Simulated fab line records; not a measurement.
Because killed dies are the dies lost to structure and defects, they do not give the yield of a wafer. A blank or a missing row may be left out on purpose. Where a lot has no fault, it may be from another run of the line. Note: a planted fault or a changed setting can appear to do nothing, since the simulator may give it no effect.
fab line records | flow sky130
record: lots: 7 wafers: 21 last_day: 50
route steps=708 shown VIA4@645 METAL5@661 PAD_OPEN@708
lots untouched by any fault: they come from a run of this same line in which no faults occurred
start_h: hours from the record's first day to the start of the lot's first wafer shown | wait_h: how many hours have passed since the lot's step before this one | " same as the row above | L1.1+2: several wafers, shown together as one row | - either no value or no given start | * or withheld: withheld | < > ~ a bound
route shown NAME@n: NAME is a module with steps in the file, n the number in the route of the first one | usual: average and standard deviation across the fault-free wafers | same: alike in all rows | chamber/n: place in a boat | sites: the reading at each site | _std_site: the standard deviation of these | _edge_site: the outer-site mean with the inner-site mean subtracted | radius_mm: how far each site lies from the wafer's centre | mask NAME#n: copy n | behind: tool/chamber where the wafer was last shaped | hold: why the lot was held/for how many hours/how that ended | device: whichever transistor did not switch (one of n, p or np) | end of line: the route-end tests of the same wafers | a step without rows: its recipe alone | killed: the dies lost at the first sort to structure and to defects; this is not the yield of the wafer | map: per-die view of a wafer (x killed, . not killed, _ where there is no die)
set.NAME: the setting that was run; set.NAME@STEP: the one run at that earlier step | model.NAME: the simulator's own value behind a step, which no gauge read
lots at some steps of the route; a table a step, a row a wafer
services: from which hour (start_h, from the record's first day; less than 0 if before it) a tool's chamber was out of use, for how many hours, and why
== steps ==
step: SKY_VIA4_COAT_06
recipe: resist: NOVOLAK spin_rpm: 3000 resist_thk_nm: 1140
step: SKY_VIA4_SOFTBAKE_07
recipe: temp_c: 90 time_s: 60 resist: NOVOLAK
step: SKY_VIA4_EXPOSE_08
recipe: mask_id: VIM4 na: 0.6 source_shape: conventional sigma_outer: 0.6 polarization: unpolarized target_cd_nm: 800 dose_mj: 132
step: SKY_VIA4_PEB_09
recipe: temp_c: withheld time_s: * resist: NOVOLAK
step: SKY_VIA4_DEVELOP_10
recipe: resist: NOVOLAK developer: TMAH develop_time_s: 60 dev_temp_c: 23
step: SKY_VIA4_OVL_MEAS_11
usual: VIA4_OVL: 1.2/1.4
columns lot.wafer tool chamber start_h wait_h VIA4_OVL[nm]
L678.2 overlay-02 - 1036.95 0.1 -1.5
L678.3 " - " " -2.2
L678.6 " - " " -1.0
L679.4 overlay-02 - 1045.65 0.1 -0.6
L679.5 " - " " 2.0
L679.6 " - " " 0.3
L685.4 overlay-01 - 1094.89 0.1 3.1
L685.5 " - " " -0.4
L685.6 " - " " -0.7
L689.1 overlay-02 - 1111.73 0.1 0.0
L689.2 " - " " 0.2
L689.4 " - " " -1.3
L691.1 overlay-01 - 1119.03 0.1 1.9
L691.4 " - " " 2.1
L691.6 " - " " 1.8
L694.2 overlay-02 - 1129.79 0.1 0.2
L694.4 " - " " 2.3
L694.5 " - " " 1.6
L698.2 overlay-01 - 1154.94 0.1 2.4
L698.3 " - " " 0.5
L698.6 " - " " 2.6
step: SKY_VIA4_ETCH_12
recipe: target: SiO2 chemistry: C4F8/O2/Ar stop_on: TiN mask_material: NOVOLAK source_w: 1500 bias_w: 1200 pressure_mtorr: 40 c4f8_flow_sccm: withheld O2_flow_sccm: 6 Ar_flow_sccm: 300 time_s: withheld target_depth_a: 5800
usual: oes_product_au: 0.925/0.0046
columns lot.wafer tool chamber start_h wait_h oes_product_au
L678.2 rie_diel-04 1 1036.98 0.0 0.934
L678.3 " 0 " " 0.931
L678.6 " 1 " " 0.926
L679.4 rie_diel-04 2 1045.67 0.0 0.923
L679.5 " 0 " " 0.918
L679.6 " 3 " " 0.931
L685.4 rie_diel-03 3 1094.91 0.0 0.917
L685.5 " 2 " " 0.919
L685.6 " 1 " " 0.925
L689.1 rie_diel-03 3 1111.76 0.0 0.928
L689.2 " 0 " " 0.930
L689.4 " 1 " " 0.930
L691.1 rie_diel-04 3 1119.07 0.0 0.927
L691.4 " 2 " " 0.913
L691.6 " 1 " " 0.930
L694.2 rie_diel-03 3 1129.82 0.0 0.934
L694.4 " 2 " " 0.927
L694.5 " 2 " " 0.913
L698.2 rie_diel-03 2 1154.97 0.0 0.923
L698.3 " 0 " " 0.923
L698.6 " 1 " " 0.928
step: SKY_VIA4_STRIP_13
recipe: chemistry: O2/N2 power_w: 1400 pressure_mtorr: 1500 platen_temp_c: withheld o2_flow_sccm: 3000 n2_flow_sccm: 300 overash_fraction: 0.5
usual: drypump_motor_current_A: 6.1/0.32 oes_product_au: 0.709/0.0045 strip_time_to_endpoint_s: 12.79/0.03
columns lot.wafer tool chamber start_h wait_h drypump_motor_current_A oes_product_au rf_hours_counter_h strip_time_to_endpoint_s
L678.2 plasma_asher-01 0 1037.06 - 6.5 0.711 63 12.79
L678.3 " 0 " " 6.5 0.705 - 12.77
L678.6 " 1 " " 5.7 0.704 - 12.79
L679.4 plasma_asher-01 0 1045.77 - 6.5 0.711 - 12.78
L679.5 " 1 " " 5.7 0.708 - 12.77
L679.6 " 0 " " 6.5 0.716 - 12.78
L685.4 plasma_asher-04 1 1095.02 - 6.0 0.704 - 12.81
L685.5 " 0 " " 6.5 0.711 - 12.79
L685.6 " 1 " " 6.0 0.703 - 12.79
L689.1 plasma_asher-03 1 1111.83 - 5.8 0.703 34 12.74
L689.2 " 0 " " 6.0 0.710 34 12.80
L689.4 " 0 " " 6.0 0.704 - 12.75
L691.1 plasma_asher-04 0 1119.14 - 6.5 0.705 6 12.80
L691.4 " 0 " " 6.5 0.716 - 12.81
L691.6 " 0 " " 6.5 0.712 - 12.75
L694.2 plasma_asher-04 1 1129.89 - 6.0 0.716 7 12.82
L694.4 " 0 " " 6.5 0.718 - 12.83
L694.5 " 0 " " 6.5 0.704 - 12.86
L698.2 plasma_asher-03 1 1155.04 - 5.7 0.711 39 12.78
L698.3 " 0 " " 6.0 0.708 - 12.80
L698.6 " 1 " " 5.7 0.708 - 12.79
step: SKY_VIA4_STRIP_14
recipe: chemistry: post_etch_residue_remover time_s: 1200 temp_c: 72.5
step: SKY_VIA4_CLEAN_15
recipe: chemistry: IPA time_s: 180 temp_c: 25
step: SKY_VIA4_CLEAN_16
recipe: chemistry: O3/DIW dry: n2_spin
step: SKY_VIA4_SPUTTER_17
recipe: material: TiN target_thk_nm: 20 chamber_pressure_pa: 5 power_w: 4000 time_s: 80
usual: throttle_valve_pct: 30.1/0.73
columns lot.wafer tool chamber start_h wait_h throttle_valve_pct
L678.2 pvd_sputter-01 - 1037.66 0.0 29.8
L678.3 " - " " 30.9
L678.6 " - " " 30.9
L679.4 pvd_sputter-04 - 1046.33 0.0 29.9
L679.5 " - " " 30.9
L679.6 " - " " 28.9
L685.4 pvd_sputter-04 - 1095.61 0.0 30.7
L685.5 " - " " 29.7
L685.6 " - " " 31.1
L689.1 pvd_sputter-01 - 1112.43 0.0 29.6
L689.2 " - " " 29.4
L689.4 " - " " 30.7
L691.1 pvd_sputter-01 - 1119.73 0.0 29.6
L691.4 " - " " 30.9
L691.6 " - " " 30.9
L694.2 pvd_sputter-02 - 1130.48 0.0 29.5
L694.4 " - " " 30.5
L694.5 " - " " 29.9
L698.2 pvd_sputter-02 - 1155.63 0.0 29.6
L698.3 " - " " 30.3
L698.6 " - " " 29.7
step: SKY_VIA4_CVD_18
recipe: material: W target_thk_nm: 505 time_s: 152.14 temp_c: 400 pressure_torr: 40
usual: heater_power_outer_w: 492/56 heater_power_w: 811/83
columns lot.wafer tool chamber start_h wait_h heater_power_outer_w heater_power_w
L678.2 cvd_w-01 0 1037.72 0.0 545 877
L678.3 " 0 " " 552 867
L678.6 " 1 " " 402 673
L679.4 cvd_w-02 0 1046.44 0.1 480 796
L679.5 " 0 " " 468 802
L679.6 " 1 " " 540 896
L685.4 cvd_w-01 1 1095.72 0.1 428 682
L685.5 " 1 " " 409 688
L685.6 " 0 " " 552 874
L689.1 cvd_w-02 1 1112.49 0.0 533 891
L689.2 " 0 " " 475 791
L689.4 " 0 " " 477 828
L689.1 cvd_w-02 1 1112.81 0.3 535 891
L689.2 " 0 " " 478 790
L689.4 " 0 " " 474 822
L691.1 cvd_w-01 1 1119.79 0.0 413 702
L691.4 " 0 " " 547 897
L691.6 " 1 " " 409 665
L691.1 cvd_w-01 1 1120.11 0.3 410 689
L691.4 " 0 " " 533 870
L691.6 " 1 " " 417 686
L694.2 cvd_w-01 1 1130.54 0.0 418 698
L694.4 " 0 " " 546 875
L694.5 " 1 " " 410 688
L694.2 cvd_w-01 1 1130.86 0.3 405 683
L694.4 " 0 " " 549 886
L694.5 " 1 " " 411 694
L698.2 cvd_w-02 0 1155.69 0.0 478 801
L698.3 " 0 " " 473 778
L698.6 " 1 " " 542 882
step: SKY_VIA4_RS_MEAS_19
recipe: thk_meas_gauge: four-point-probe reads: W_of_VIA4_CVD_18+TiN_of_VIA4_SPUTTER_17
usual: VIA4_W_RS: 0.2271/0.0025
columns lot.wafer tool chamber start_h wait_h VIA4_W_RS[ohm/sq]
L678.2 film_metro-03 - 1037.89 0.1 0.2273
L678.3 " - " " 0.2269
L678.6 " - " " 0.2297
L679.4 film_metro-02 - 1046.60 0.1 0.2295
L679.5 " - " " 0.2338
L679.6 " - " " 0.2302
L685.4 film_metro-02 - 1095.88 0.1 0.2299
L685.5 " - " " 0.2308
L685.6 " - " " 0.2225
L689.1 film_metro-01 - 1112.96 0.1 0.1136
L689.2 " - " " 0.1154
L689.4 " - " " 0.1143
L691.1 film_metro-01 - 1120.40 0.2 0.1130
L691.4 " - " " 0.1122
L691.6 " - " " 0.1136
L694.2 film_metro-03 - 1131.03 0.1 0.1152
L694.4 " - " " 0.1124
L694.5 " - " " 0.1140
L698.2 film_metro-02 - 1155.86 0.1 0.2256
L698.3 " - " " 0.2288
L698.6 " - " " 0.2267
step: SKY_VIA4_THK_MEAS_20
recipe: thk_meas_gauge: xrf reads: W_of_VIA4_CVD_18
usual: VIA4_W_THK: 499/7.1
columns lot.wafer tool chamber start_h wait_h VIA4_W_THK[nm]
L678.2 film_metro-03 - 1038.00 0.1 498
L678.3 " - " " 499
L678.6 " - " " 490
L679.4 film_metro-02 - 1046.69 0.1 488
L679.5 " - " " 484
L679.6 " - " " 489
L685.4 film_metro-02 - 1095.97 0.1 486
L685.5 " - " " 485
L685.6 " - " " 504
L689.1 film_metro-01 - 1113.19 0.2 -
L689.2 " - " " -
L689.4 " - " " -
L691.1 film_metro-01 - 1120.52 0.1 -
L691.4 " - " " -
L691.6 " - " " -
L694.2 film_metro-03 - 1131.14 0.1 973
L694.4 " - " " 976
L694.5 " - " " 965
L698.2 film_metro-02 - 1155.97 0.1 502
L698.3 " - " " 494
L698.6 " - " " 498
step: SKY_VIA4_CMP_21
recipe: stop_on: SiO2 t_overpolish_s: 25 down_force_psi: 3.5 platen_rpm: 60 target_thk_nm: 0 pad_velocity_m_s: 0.94248
usual: motor_current_A: 10.6/1.3 overpolish_run_s: 25.002/0.0088 time_to_endpoint_s: 121/5.5
columns lot.wafer tool chamber start_h wait_h motor_current_A overpolish_run_s time_to_endpoint_s
L678.3 cmp-02 0 1038.10 0.1 11.4 24.994 122
L678.2 " 1 " " 9.2 24.999 125
L678.6 " 0 " " 10.9 24.992 124
L679.4 cmp-02 2 1046.77 0.1 12.8 25.006 109
L679.6 " 1 " " 9.2 25.004 115
L679.5 " 2 " " 13.2 25.022 111
L685.4 cmp-02 3 1096.10 0.1 10.1 25.012 115
L685.5 " 1 " " 9.3 25.001 119
L685.6 " 2 " " 13.1 25.018 123
L689.1 cmp-01 1 1113.75 0.5 10.2 25.008 248
L689.4 " 2 " " 10.6 24.986 239
L689.2 " 3 " " 9.6 25.005 238
L691.4 cmp-01 2 1120.98 0.4 11.3 24.994 244
L691.1 " 1 " " 10.8 24.996 242
L691.6 " 2 " " 11.2 25.007 232
L694.4 cmp-01 0 1131.19 0.0 8.8 25.007 251
L694.2 " 3 " " 9.3 25.008 239
L694.5 " 0 " " 8.6 25.009 256
L698.2 cmp-01 3 1156.02 0.0 9.9 24.995 126
L698.3 " 0 " " 8.9 25.011 126
L698.6 " 0 " " 9.3 24.997 127
step: SKY_METAL5_SPUTTER_00
recipe: material: Ti target_thk_nm: 15 power_w: 3000 time_s: 10 chamber_pressure_pa: 0.4
usual: throttle_valve_pct: 30.1/0.78
columns lot.wafer tool chamber start_h wait_h throttle_valve_pct
L678.2 pvd_sputter-03 - 1038.35 0.1 29.2
L678.3 " - " " 30.4
L678.6 " - " " 30.6
L679.4 pvd_sputter-03 - 1047.02 0.2 30.1
L679.5 " - " " 29.3
L679.6 " - " " 30.1
L685.4 pvd_sputter-04 - 1096.30 0.1 30.8
L685.5 " - " " 28.8
L685.6 " - " " 30.6
L689.1 pvd_sputter-02 - 1114.05 0.2 29.7
L689.2 " - " " 30.6
L689.4 " - " " 29.2
L691.1 pvd_sputter-02 - 1121.28 0.1 31.7
L691.4 " - " " 29.6
L691.6 " - " " 31.8
L694.2 pvd_sputter-02 - 1131.49 0.1 29.4
L694.4 " - " " 31.7
L694.5 " - " " 29.4
L698.2 pvd_sputter-04 - 1156.32 0.2 31.0
L698.3 " - " " 30.8
L698.6 " - " " 29.7
step: SKY_PAD_OPEN_PROBE_99
usual: defect_limited_yield: 82.3/2.2 killed_at_M0_to_M3: 43/7.3 killed_at_M4_up: 3.2/1.9 killed_at_contacts: 25/5.4 killed_at_front_end: 16/4.4 killed_at_other: 0.4/0.66 killed_dies: 87/11 killed_open: 48/7.9 killed_short: 39/6.5 sort_bin_3_pad_short: 0.8/0.43 sort_bin_5_function: 10.5/1.6 sort_bin_6_memory: 6.4/1.2 sort_n_pass: 405/11 sort_yield_pct: 82.3/2.2
same: gross_dies: 492 killed_at_back_side: 0 sort_bin_4_leakage[%]: 0 sort_bin_8_speed[%]: 0
columns lot.wafer tool chamber start_h wait_h defect_limited_yield[%] killed_at_M0_to_M3 killed_at_M4_up killed_at_contacts killed_at_front_end killed_at_other killed_dies killed_open killed_short sort_bin_3_pad_short[%] sort_bin_5_function[%] sort_bin_6_memory[%] sort_n_pass sort_yield_pct[%]
L678.2 prober-02 - 1107.57 0.1 82.5 41 2 19 22 2 86 46 39 0.6 11.6 5.3 406 82.5
L678.3 prober-02 - 1107.62 0.2 80.7 46 2 34 13 0 95 61 34 1.2 11.0 7.1 397 80.7
L678.6 prober-02 - 1107.77 0.2 77.0 58 2 31 22 0 113 59 54 0.8 13.0 9.1 379 77.0
L679.4 prober-01 - 1115.77 0.2 84.6 41 2 24 9 0 76 43 33 0.2 10.6 4.7 416 84.6
L679.5 prober-01 - 1115.82 0.2 86.4 37 2 18 10 0 67 39 28 0.6 7.5 5.5 425 86.4
L679.6 prober-01 - 1115.87 0.2 83.7 45 1 20 13 1 80 47 33 1.6 10.4 4.3 412 83.7
L685.4 prober-02 - 1159.92 0.2 82.3 51 2 21 12 1 87 50 36 0.8 10.0 6.9 405 82.3
L685.5 prober-02 - 1159.97 0.2 83.5 37 1 25 17 1 81 45 35 1.0 10.4 5.1 411 83.5
L685.6 prober-02 - 1160.02 0.2 82.1 35 4 30 19 0 88 47 41 0.2 8.7 8.9 404 82.1
L694.2 prober-02 - 1189.51 0.1 84.3 37 2 23 14 1 77 42 35 0.4 7.1 8.1 415 84.3
L694.4 prober-02 - 1189.61 0.2 85.8 32 3 27 8 0 70 41 29 0.8 9.6 3.9 422 85.8
L694.5 prober-02 - 1189.66 0.2 86.0 30 4 19 16 0 69 33 36 0.4 8.9 4.7 423 86.0
killed by level:class
L678.2 POLY_GATE:geometric_particle:open=9 CONTACT:geometric_particle:open=9 VIA3:geometric_particle:open=7 VIA3:geometric_particle:short=6 VIA1:geometric_particle:open=6 POLY_GATE:geometric_particle:short=5 CONTACT:geometric_particle:short=5 VIA1:geometric_particle:short=5
L678.3 CONTACT:geometric_particle:open=16 VIA1:geometric_particle:open=10 CONTACT:geometric_particle:short=8 VIA2:geometric_particle:open=8 METAL2:geometric_particle:short=7 VIA3:geometric_particle:open=6 LI_CONTACT:geometric_particle:open=4 METAL1:geometric_particle:short=4
L678.6 VIA1:geometric_particle:open=12 CONTACT:geometric_particle:open=10 VIA3:geometric_particle:open=10 METAL2:geometric_particle:short=8 METAL1:geometric_particle:short=8 LI_CONTACT:geometric_particle:open=7 FIELD_ISO:geometric_particle:short=6 VIA1:geometric_particle:short=6
L679.4 CONTACT:geometric_particle:open=9 VIA1:geometric_particle:open=8 VIA3:geometric_particle:open=8 METAL1:geometric_particle:short=7 VIA1:geometric_particle:short=7 LI_CONTACT:geometric_particle:short=5 LI_CONTACT:geometric_particle:open=5 VIA2:geometric_particle:open=5
L679.5 CONTACT:geometric_particle:open=9 VIA1:geometric_particle:open=7 METAL2:geometric_particle:short=6 VIA1:geometric_particle:short=5 LI_CONTACT:geometric_particle:open=5 METAL1:geometric_particle:open=4 VIA3:geometric_particle:open=4 METAL1:geometric_particle:short=3
L679.6 VIA1:geometric_particle:open=10 CONTACT:geometric_particle:open=8 VIA3:geometric_particle:open=7 VIA1:geometric_particle:short=7 FIELD_ISO:geometric_particle:open=6 VIA2:geometric_particle:open=6 LI_CONTACT:geometric_particle:open=5 CONTACT:geometric_particle:short=5
L685.4 CONTACT:geometric_particle:open=10 VIA3:geometric_particle:open=9 VIA1:geometric_particle:open=8 VIA2:geometric_particle:open=8 METAL1:geometric_particle:short=6 METAL3:geometric_particle:short=6 FIELD_ISO:geometric_particle:short=4 CONTACT:geometric_particle:short=4
L685.5 LI_CONTACT:geometric_particle:open=8 VIA1:geometric_particle:open=8 VIA3:geometric_particle:open=8 FIELD_ISO:geometric_particle:open=6 FIELD_ISO:geometric_particle:short=6 LOCAL_INTERCONNECT:geometric_particle:short=6 CONTACT:geometric_particle:open=6 VIA2:geometric_particle:open=5
L685.6 CONTACT:geometric_particle:open=10 FIELD_ISO:geometric_particle:short=8 LI_CONTACT:geometric_particle:open=8 VIA1:geometric_particle:open=8 CONTACT:geometric_particle:short=6 VIA2:geometric_particle:open=6 FIELD_ISO:geometric_particle:open=4 LOCAL_INTERCONNECT:geometric_particle:short=4
L694.2 LI_CONTACT:geometric_particle:open=11 VIA2:geometric_particle:open=7 METAL2:geometric_particle:short=6 METAL1:geometric_particle:short=6 VIA1:geometric_particle:open=6 FIELD_ISO:geometric_particle:open=5 CONTACT:geometric_particle:open=5 VIA1:geometric_particle:short=5
L694.4 CONTACT:geometric_particle:open=12 VIA2:geometric_particle:open=8 LI_CONTACT:geometric_particle:open=6 VIA1:geometric_particle:open=5 METAL1:geometric_particle:short=4 VIA3:geometric_particle:open=4 VIA3:geometric_particle:short=4 LOCAL_INTERCONNECT:geometric_particle:short=3
L694.5 CONTACT:geometric_particle:open=7 VIA1:geometric_particle:open=6 METAL2:geometric_particle:short=6 FIELD_ISO:geometric_particle:open=4 POLY_GATE:geometric_particle:short=4 CONTACT:geometric_particle:short=4 METAL1:geometric_particle:short=4 VIA3:geometric_particle:open=3
== services ==
columns tool chamber start_h hours kind
cmp-02 - 1019.97 1.2 repair
rie_diel-03 - 1022.84 2.8 pm
cmp-01 - 1049.98 8.6 pm
plasma_asher-04 - 1055.25 9.0 pm
pvd_sputter-03 - 1059.53 7.7 repair
plasma_asher-01 - 1065.05 4.9 repair
rie_diel-04 - 1072.54 4.3 pm
cmp-01 - 1076.43 0.9 repair
pvd_sputter-04 - 1080.32 1.3 repair
rie_diel-04 0 1080.64 104.3 repair
cmp-01 - 1084.38 4.0 pm
rie_diel-04 - 1099.86 1.1 repair
cvd_w-01 - 1101.56 0.6 repair
plasma_asher-01 - 1105.10 13.4 repair
plasma_asher-01 - 1116.39 9.5 repair
rie_diel-03 3 1118.87 3.9 repair
cvd_w-02 1 1119.91 4.6 repair
cmp-02 - 1126.71 1.3 repair
pvd_sputter-03 - 1129.17 2.1 repair
cmp-01 - 1132.67 7.4 pm
rie_diel-04 3 1132.93 3.4 repair
pvd_sputter-04 - 1138.66 5.1 repair
cvd_w-01 - 1141.59 1.5 repair
cmp-02 - 1151.40 1.4 repair
== key ==
first_sign: step: SKY_VIA4_CVD_18 reading: visit direction: added
effect: step: SKY_VIA4_RS_MEAS_19 reading: VIA4_W_RS direction: down sigmas: 45 usual: 0.2271 struck: 0.1137
effect: step: SKY_VIA4_THK_MEAS_20 reading: VIA4_W_THK direction: missing
effect: step: SKY_VIA4_CMP_21 reading: time_to_endpoint_s direction: up sigmas: 22 usual: * struck: *
met_at SKY_VIA4_CVD_18
struck_wafers L689.1,L689.2,L689.4,L691.1,L691.4,L691.6,L694.2,L694.4,L694.5
fault: kind: repeated_step_whole tool: cvd_w-01,cvd_w-02 chamber: - onset_h: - steps: SKY_VIA4_CVD_18 times: 1 scope: struck_lots_only
